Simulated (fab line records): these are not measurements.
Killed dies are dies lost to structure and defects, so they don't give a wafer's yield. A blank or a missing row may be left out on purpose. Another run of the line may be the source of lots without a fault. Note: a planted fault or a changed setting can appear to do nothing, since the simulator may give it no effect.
Matching of chambers :: flow gf180mcu :: 4 sister chambers for GF_V2_CMP_04 on cmp-02
The step polishes SiO2. 4 wafers are shown with their chamber, then 10 later ones without.

== WAFERS, EACH WITH ITS CHAMBER ==
wafer: L356.3
chamber: 2
motor-current-A (A): 11.0

wafer: L358.5
chamber: 0
motor-current-A (A): 12.1

wafer: L361.1
chamber: 3
motor-current-A (A): 9.0

wafer: L361.2
chamber: 1
motor-current-A (A): 11.8

== WAFERS MISSING THEIR CHAMBER ==
wafer: L361.3
motor-current-A (A): 10.8

wafer: L364.1
motor-current-A (A): 11.8

wafer: L364.4
motor-current-A (A): 10.4

wafer: L364.6
motor-current-A (A): 10.6

wafer: L365.4
motor-current-A (A): 12.1

wafer: L365.5
motor-current-A (A): 12.6

wafer: L365.6
motor-current-A (A): 12.0

wafer: L370.1
motor-current-A (A): 12.0

wafer: L370.3
motor-current-A (A): 9.2

wafer: L370.6
motor-current-A (A): 9.2

== EACH ONE'S CHAMBER ==
wafer: L361.3
from the rows above: 2
in truth: 2

wafer: L364.1
from the rows above: can't be placed: 1 or 0
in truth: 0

wafer: L364.4
from the rows above: 2
in truth: 2

wafer: L364.6
from the rows above: 2
in truth: 2

wafer: L365.4
from the rows above: can't be placed: 0 or 1
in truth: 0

wafer: L365.5
from the rows above: can't be placed: 0 or 1
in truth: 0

wafer: L365.6
from the rows above: can't be placed: 0 or 1
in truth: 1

wafer: L370.1
from the rows above: can't be placed: 0 or 1
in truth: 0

wafer: L370.3
from the rows above: 3
in truth: 3

wafer: L370.6
from the rows above: 3
in truth: 3
5 of 10 placed correctly. Unplaceable from these rows: 5, with the true chamber sitting among the candidates in 5. 0 placed wrongly.
How it was worked out, from the rows above alone: a wafer's distance from a chamber is the root of the sum, over the readings, of the square of ((its reading less the chamber's mean) divided by the reading's scatter). If the next closest chamber is less than 2 further off than the closest, the wafer can't be placed; otherwise it belongs to the closest. For every chamber, the mean is computed from those of its wafers that are shown. The scatter (one wafer shown for each chamber): square how far every hidden wafer sits from the nearest shown wafer, average those squares and take the square root.
